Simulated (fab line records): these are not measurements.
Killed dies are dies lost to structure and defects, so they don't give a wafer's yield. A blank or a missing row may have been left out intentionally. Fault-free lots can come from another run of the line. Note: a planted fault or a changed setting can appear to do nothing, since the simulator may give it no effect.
Code-filled problem report in 8D (eight disciplines) form :: flow gf180mcu :: the parts of the form that need people (team, actions taken, sign-off) are left out

== 1. THE PROBLEM ==
Across 9 wafers from 3 lots, VT_IMPLANT_2_TW at GF_VT_IMPLANT_TW_MEAS_21 averages 820, while fault-free wafers read 1215 with a standard deviation of 11. That puts it -36 standard deviations away from the usual mean.
Earliest sighting: wafer L879.2 on filmMetro-01 at day 10 05:23. The record holds 42 wafers of 14 lots with a number at this step. Rule for "out" (also "out of limits"): further than 4 standard deviations from the usual mean. All remaining wafers that have a number are taken as sound.

== 2. WHAT IT IS; WHAT IT IS NOT ==
question: which readings at this step
is: VT_IMPLANT_2_TW
is not: -

question: which lots
is: L879, L881, L882
is not: L864, L865, L866, L867, L868, L869, L871, L874, L875, L876, L880

question: which wafers of those lots
is: all that have a number
is not: -

question: read on which gauges
is: filmMetro-01, filmMetro-04
is not: filmMetro-02

question: when
is: from day 10 05:23
is not: up to then (30 sound wafers); but 3 sound wafers of L880 came after

== 3. SUSPECTS, AND WHAT RULES EACH OUT ==
Counting: a tool stays on the suspect list if, at a process step up to the reading, it processed all lots that are out and no sound lot following the first of them.
- the gauge at GF_VT_IMPLANT_TW_MEAS_21 has been ruled out. The wafers that are out were read on 2 gauges (filmMetro-01, filmMetro-04).
- implanter-02 at GF_VT_IMPLANT_IMPLANT_19: kept. It processed each lot that is out, first L879 at day 10 05:09, and no sound lot thereafter; up to then, the last sound lot it processed was L876 at day 9 09:43. Its own readings are out on those wafers: doseIonsCm2, faradayCurrentUA.
The count leaves implanter-02 at GF_VT_IMPLANT_IMPLANT_19.

== 4. THE CAUSE (what the simulator had put in) ==
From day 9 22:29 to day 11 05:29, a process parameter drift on implanter-02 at GF_VT_IMPLANT_IMPLANT_19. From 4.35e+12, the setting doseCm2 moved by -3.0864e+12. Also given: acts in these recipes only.
Only this tool survived the counting.

== 5. THE CHAIN OF EFFECTS, in route order ==
Each row: a reading whose mean over the struck wafers that have a number lies more than 3 standard deviations from the usual. Only readings whose record carries a usual standard deviation are examined. hours: median over the lots of the time between each lot's start at the first step of this table that gives one and its start at this step. sigmas: the change, counted in usual standard deviations.
hours: 0
step: GF_VT_IMPLANT_IMPLANT_19
reading: doseIonsCm2
usual: 4.35e+12
on struck wafers: 1.27e+12
change: -3.08e+12
sigmas: -99 or more

hours: 0
step: GF_VT_IMPLANT_IMPLANT_19
reading: faradayCurrentUA
usual: 24.5
on struck wafers: 7.1
change: -17.4
sigmas: -35

hours: 0
step: GF_VT_IMPLANT_TW_MEAS_21
reading: VT_IMPLANT_2_TW
usual: 1215
on struck wafers: 820
change: -395
sigmas: -36
The process steps in it:
- GF_VT_IMPLANT_IMPLANT_19
At these later measuring or inspecting steps, every struck wafer for which the step has a row has a number for every such reading, and none has moved that far: GF_VT_IMPLANT_RS_MEAS_46, GF_POLY_GATE_THK_MEAS_01.

== 6. HOW IT WOULD HAVE BEEN CAUGHT EARLIER ==
7 hours passed between the start of the fault at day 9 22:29 and the first reading out of limits at a measuring or inspecting step in this record, taken at day 10 05:23.
At GF_VT_IMPLANT_IMPLANT_19, the tool's own readings (doseIonsCm2, faradayCurrentUA) were out on each struck wafer the step has a row for, so an alarm limit on them would have fired on the first such wafer.
Of the lots that are out (3), L881, L882 began GF_VT_IMPLANT_IMPLANT_19 on implanter-02 after day 10 05:23. A hold on the tool at that time would have spared those 2.
